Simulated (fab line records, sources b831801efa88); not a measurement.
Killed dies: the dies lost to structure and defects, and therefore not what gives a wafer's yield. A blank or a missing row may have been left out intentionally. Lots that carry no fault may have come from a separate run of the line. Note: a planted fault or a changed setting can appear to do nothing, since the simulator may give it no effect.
A struck lot beside a sound one / flow sky130 / 28 steps out of a route of 708
Sound: the wafers L958.2, L958.3, L958.6. Wafers L967.2, L967.3, L967.6 were the ones struck. At the end, the cause is stated.
For every step that has rows: the tool of each side, followed by ch and its chambers, followed by its first start. Under that, the readings that differ: sound wafers / struck wafers / difference of the means / sigmas: that difference in standard deviations of wafers without a fault.
alike: readings whose means differ by less than 2 such deviations, and words and numbers that are the same on both sides. not compared: withheld readings, readings that some wafer has no value for, bounds like >300 that may hide the same value, and numbers for which the record gives no deviation and whose values overlap.
Wherever a step has rows on one side only, a row that says differs or no value, or a row with sigmas, the two part there. Numbers that have no deviation but don't overlap get no sigmas and don't part them. A reading missing from all wafers of one side parts the sides only when that side holds two or more wafers.

SKY_SD_P_OVL_MEAS_08:
  struck on overlay-01, day 30 16:16; sound on overlay-02, day 27 11:48
  alike: SD_P_OVL
after that, 1 step had no rows for these wafers: SKY_SD_P_IMPLANT_09.
SKY_SD_P_STRIP_10: strips in O2/N2.
  sound on plasma-asher-03 ch 0,1, day 27 11:59; struck on plasma-asher-03 ch 1, day 30 16:27
  alike: drypump-motor-current-A, oes-product-au, strip-time-to-endpoint-s
  not compared: rf-hours-counter-h
SKY_SD_P_TW_MEAS_11:
  struck on film-metro-02, day 30 16:34; sound on film-metro-04, day 27 12:05
reading=SD_P_TW; sound=2827 2830 2830; struck=2878 2868 2867; difference=+42; sigmas=+2
then, 8 steps without rows for these wafers: SKY_RES_XHIGH_DEHYDRATE_00 (time 60 s); SKY_RES_XHIGH_HMDS_01 (prime time 60 s); SKY_RES_XHIGH_COAT_02 (resist thk 1140 nm); SKY_RES_XHIGH_SOFTBAKE_03 (time 60 s); SKY_RES_XHIGH_EXPOSE_04 (exposes mask URPM, target cd 1270 nm); SKY_RES_XHIGH_PEB_05; SKY_RES_XHIGH_DEVELOP_06 (develop time 60 s); SKY_RES_XHIGH_IMPLANT_07.
SKY_RES_XHIGH_STRIP_08: strips in O2/N2.
  sound on plasma-asher-02 ch 1, day 28 17:11; struck on plasma-asher-01 ch 0,1, day 31 20:19
reading=oes-product-au (a.u.); sound=0.719 0.714 0.718; struck=0.954 0.946 0.947; difference=+0.232; sigmas=+49
reading=strip-time-to-endpoint-s (s); sound=14.26 14.26 14.25; struck=- - -; difference=no value on the struck wafers; sigmas=
reading=model.NOVOLAK_of_RES_XHIGH_COAT_02.thk-nm (nm); sound=0 0 0; struck=127.1 127.2 127.2; difference=+127.2; sigmas=
  alike: drypump-motor-current-A
  not compared: rf-hours-counter-h
SKY_RES_XHIGH_TW_MEAS_09:
  struck on film-metro-02, day 31 20:26; sound on film-metro-02, day 28 17:17
  alike: RES_XHIGH_TW
then, 7 steps without rows for these wafers: SKY_SD_N_DEHYDRATE_00 (time 60 s); SKY_SD_N_HMDS_01 (prime time 60 s); SKY_SD_N_COAT_02 (resist thk 1140 nm); SKY_SD_N_SOFTBAKE_03 (time 60 s); SKY_SD_N_EXPOSE_04 (exposes mask NSDM, target cd 380 nm); SKY_SD_N_PEB_05; SKY_SD_N_DEVELOP_06 (develop time 60 s).
SKY_SD_N_CD_MEAS_07: the cd target is 380 nm.
  struck on cd-sem-01, day 32 23:28; sound on cd-sem-02, day 29 21:19
  alike: cd-nm
SKY_SD_N_OVL_MEAS_08:
  struck on overlay-01, day 32 23:34; sound on overlay-01, day 29 21:25
  alike: SD_N_OVL
then, 2 steps without rows for these wafers: SKY_SD_N_IMPLANT_09; SKY_SD_N_IMPLANT_10.
SKY_SD_N_STRIP_11: strips in O2/N2.
  sound on plasma-asher-02 ch 0,1, day 29 21:45; struck on plasma-asher-04 ch 0,1, day 33 00:11
reading=oes-product-au (a.u.); sound=0.525 0.526 0.526; struck=0.546 0.540 0.542; difference=+0.017; sigmas=+4
reading=strip-time-to-endpoint-s (s); sound=22.50 22.47 22.52; struck=24.43 24.45 24.44; difference=+1.94; sigmas=+46
  alike: drypump-motor-current-A
  not compared: rf-hours-counter-h
SKY_SD_N_TW_MEAS_12:
  struck on film-metro-03, day 33 00:18; sound on film-metro-04, day 29 21:52
reading=SD_N_TW; sound=4029 4013 4013; struck=187 186 186; difference=-3832; sigmas=-99 or more
then, 1 step without rows for these wafers: SKY_SD_N_CLEAN_13 (cleans in SC1/SC2, time 150 s).

== WHERE THEY PART ==
Earliest at SKY_SD_P_TW_MEAS_11; latest, in this record, at SKY_SD_N_TW_MEAS_12.

WHY: whatever the simulator had introduced
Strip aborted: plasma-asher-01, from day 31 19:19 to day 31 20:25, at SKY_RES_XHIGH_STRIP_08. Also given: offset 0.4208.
